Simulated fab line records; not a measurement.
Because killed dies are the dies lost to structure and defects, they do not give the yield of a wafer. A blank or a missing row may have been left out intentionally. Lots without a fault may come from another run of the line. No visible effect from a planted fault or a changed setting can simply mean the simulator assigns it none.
The tool behind it: which one? / flow sky130 / 42 wafers from 14 lots sampled at 2 of the route's 708 steps

== WHAT THE GAUGES SHOWED, per wafer ==
SKY_GATE_OXIDE_TW_MEAS_14. Usual: for GATE_OXIDE_TW the level is 225.0 and the standard deviation is 0.87.
lot=L840; measured=day 14 09:13; on=film_metro-02; GATE_OXIDE_TW=226.3 226.0 226.2; flag=
lot=L841; measured=day 15 01:01; on=film_metro-02; GATE_OXIDE_TW=225.2 225.8 226.1; flag=
lot=L842; measured=day 15 16:10; on=film_metro-02; GATE_OXIDE_TW=225.9 224.3 225.0; flag=
lot=L843; measured=day 15 16:47; on=film_metro-02; GATE_OXIDE_TW=225.1 222.5 225.3; flag=
lot=L844; measured=day 16 02:02; on=film_metro-01; GATE_OXIDE_TW=225.0 224.3 226.4; flag=
lot=L846; measured=day 16 14:17; on=film_metro-01; GATE_OXIDE_TW=224.9 224.8 224.1; flag=
lot=L847; measured=day 17 02:31; on=film_metro-02; GATE_OXIDE_TW=224.4 225.0 225.8; flag=
lot=L848; measured=day 17 13:31; on=film_metro-04; GATE_OXIDE_TW=228.0 227.1 227.3; flag=
lot=L851; measured=day 18 20:01; on=film_metro-01; GATE_OXIDE_TW=225.2 224.2 223.9; flag=
lot=L854; measured=day 19 14:25; on=film_metro-01; GATE_OXIDE_TW=202.7 202.6 202.8; flag=OFF
lot=L855; measured=day 19 21:22; on=film_metro-04; GATE_OXIDE_TW=202.5 204.0 202.9; flag=OFF
lot=L860; measured=day 21 18:58; on=film_metro-01; GATE_OXIDE_TW=223.7 225.6 224.8; flag=
lot=L859; measured=day 21 23:55; on=film_metro-02; GATE_OXIDE_TW=224.3 224.4 224.4; flag=
lot=L862; measured=day 22 12:37; on=film_metro-01; GATE_OXIDE_TW=224.7 225.7 225.3; flag=

== EACH LOT AND THE TOOL THAT RAN IT (in order: tool; ch and the chambers of the sampled wafers; start) ==
lot=L840; SKY_GATE_OXIDE_IMPLANT_11=implanter-01 ch 0, day 14 08:51
lot=L841; SKY_GATE_OXIDE_IMPLANT_11=implanter-02 ch 0, day 15 00:41
lot=L842; SKY_GATE_OXIDE_IMPLANT_11=implanter-01 ch 0, day 15 15:50
lot=L843; SKY_GATE_OXIDE_IMPLANT_11=implanter-02 ch 0, day 15 16:29
lot=L844; SKY_GATE_OXIDE_IMPLANT_11=implanter-02 ch 0, day 16 01:41
lot=L846; SKY_GATE_OXIDE_IMPLANT_11=implanter-02 ch 0, day 16 13:50
lot=L847; SKY_GATE_OXIDE_IMPLANT_11=implanter-02 ch 0, day 17 02:09
lot=L848; SKY_GATE_OXIDE_IMPLANT_11=implanter-04 ch 0, day 17 12:53
lot=L851; SKY_GATE_OXIDE_IMPLANT_11=implanter-04 ch 0, day 18 19:40
lot=L854; SKY_GATE_OXIDE_IMPLANT_11=implanter-04 ch 0, day 19 14:05
lot=L855; SKY_GATE_OXIDE_IMPLANT_11=implanter-04 ch 0, day 19 21:01
lot=L860; SKY_GATE_OXIDE_IMPLANT_11=implanter-01 ch 0, day 21 18:37
lot=L859; SKY_GATE_OXIDE_IMPLANT_11=implanter-02 ch 0, day 21 23:34
lot=L862; SKY_GATE_OXIDE_IMPLANT_11=implanter-01 ch 0, day 22 12:17
- SKY_GATE_OXIDE_IMPLANT_11

== AS READ BY THE TOOLS THEMSELVES (means over the sampled wafers that have a number; for cases with no such wafer, the mark the record gives instead) ==
SKY_GATE_OXIDE_IMPLANT_11. Usual: dose_ions_cm2 2.6e+12, standard deviation 3.3e+09; faraday_current_uA 14.6, standard deviation 0.31.
lot=L840 tool=implanter-01 dose_ions_cm2=2.6e+12 faraday_current_uA=14.5 flag=
lot=L841 tool=implanter-02 dose_ions_cm2=2.6e+12 faraday_current_uA=14.4 flag=
lot=L842 tool=implanter-01 dose_ions_cm2=2.6e+12 faraday_current_uA=15.0 flag=
lot=L843 tool=implanter-02 dose_ions_cm2=2.6e+12 faraday_current_uA=14.4 flag=
lot=L844 tool=implanter-02 dose_ions_cm2=2.6e+12 faraday_current_uA=14.7 flag=
lot=L846 tool=implanter-02 dose_ions_cm2=2.6e+12 faraday_current_uA=14.8 flag=
lot=L847 tool=implanter-02 dose_ions_cm2=2.6e+12 faraday_current_uA=14.6 flag=
lot=L848 tool=implanter-04 dose_ions_cm2=2.6e+12 faraday_current_uA=14.7 flag=
lot=L851 tool=implanter-04 dose_ions_cm2=2.6e+12 faraday_current_uA=14.6 flag=
lot=L854 tool=implanter-04 dose_ions_cm2=1.8e+12 faraday_current_uA=10.3 flag=OFF
lot=L855 tool=implanter-04 dose_ions_cm2=1.8e+12 faraday_current_uA=10.4 flag=OFF
lot=L860 tool=implanter-01 dose_ions_cm2=2.6e+12 faraday_current_uA=14.6 flag=
lot=L859 tool=implanter-02 dose_ions_cm2=2.6e+12 faraday_current_uA=14.6 flag=
lot=L862 tool=implanter-01 dose_ions_cm2=2.6e+12 faraday_current_uA=15.1 flag=

== THE ANSWER, worked out from the rows above alone ==
Rule: a lot is off if the mean of its wafers that have a number lies more than 3 standard deviations from the usual mean. Also off: a lot with no number at a reading for which 4 or more lots have one. Any other lot the step has rows for is counted as sound. The gauges are gone through in route order, then the tools' own readings, and for those a lot's mean is taken as printed above. The first step at which some lot is off is used, and at that step the reading that is off furthest; a lot without a number counts as furthest.
Off: L854, L855, seen at SKY_GATE_OXIDE_TW_MEAS_14 (GATE_OXIDE_TW).
If a tool, at a process step before that reading, ran all the lots that are off and no sound lot after the first of them, it fits. The gauges at SKY_GATE_OXIDE_TW_MEAS_14 aren't tried: what is off there is off at SKY_GATE_OXIDE_IMPLANT_11 too, on other tools, and a gauge's error can't cause that. One fits: SKY_GATE_OXIDE_IMPLANT_11 on implanter-04. Its last sound lot is L851 (day 18 19:40), its first lot that is off L854 (day 19 14:05): a fault that began between those two fits.
The tool's own readings at SKY_GATE_OXIDE_IMPLANT_11 bear it out: on the lots that are off they differ by more than 5 times the standard deviation of the sound lots' means. dose_ions_cm2 reads 1.8e+12 there against 2.6e+12 on the sound lots; faraday_current_uA reads 10.4 there against 14.7 on the sound lots.

== WHAT WAS PUT IN BY THE SIMULATOR ==
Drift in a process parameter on implanter-04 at SKY_GATE_OXIDE_IMPLANT_11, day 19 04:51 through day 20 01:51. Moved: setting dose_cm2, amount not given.
Shown lots that were struck: L854, L855. The rule given above showed the same thing.
